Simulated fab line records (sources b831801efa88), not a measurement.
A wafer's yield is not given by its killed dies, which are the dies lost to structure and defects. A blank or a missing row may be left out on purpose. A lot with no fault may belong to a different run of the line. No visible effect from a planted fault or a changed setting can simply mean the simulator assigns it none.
A single fault, viewed from 2 desks + flow sky130 + what lay behind the numbers comes last; until then each desk has only its own

## FROM THE METROLOGY DESK
What the gauges read for every lot (on any tool): the sampled wafers with a number, averaged. A lot is out of limits, marked OUT, if its mean lies more than 4 standard deviations from the usual mean; the brackets give that distance.
Columns: A = VIA1_BOW at SKY_VIA1_BOW_MEAS_03, usual 80 um
| lot  | first seen here | A  |
|------|-----------------|----|
| L639 | day 34 00:01    | 75 |
| L641 | day 34 12:19    | 80 |
| L642 | day 34 19:04    | 77 |
| L643 | day 35 03:02    | 74 |
| L644 | day 35 07:05    | 84 |
| L645 | day 35 11:49    | 67 |
| L651 | day 37 14:40    | 78 |
| L659 | day 39 18:54    | 85 |
| L660 | day 40 03:20    | 89 |
| L661 | day 40 08:41    | 80 |
| L662 | day 40 17:34    | 76 |
This desk's verdict: no lot among the 11 shows anything out of limits.

## FOR THE TOOL OWNER'S DESK: pvd_sputter-03
The tool's own readings at SKY_METAL4_SPUTTER_04 (material TiN, target thk 70 nm, time 58.3 s): means of the sampled wafers that have a number, for each lot that ran on this tool. A lot is out of limits, marked OUT, if its mean lies more than 4 standard deviations from the usual mean; the brackets give that distance.
Columns: A = throttle_valve_pct at SKY_METAL4_SPUTTER_04, usual 29.8 %
| lot  | first seen here | A    |
|------|-----------------|------|
| L644 | day 42 01:38    | 29.7 |
| L651 | day 44 06:01    | 29.1 |
This desk's verdict: no lot among the 2 shows anything out of limits.

## BROUGHT TOGETHER
Nothing out of limits was seen by the metrology desk.
The desk of the tool owner found nothing out of limits.

## WHAT WAS PUT IN BY THE SIMULATOR
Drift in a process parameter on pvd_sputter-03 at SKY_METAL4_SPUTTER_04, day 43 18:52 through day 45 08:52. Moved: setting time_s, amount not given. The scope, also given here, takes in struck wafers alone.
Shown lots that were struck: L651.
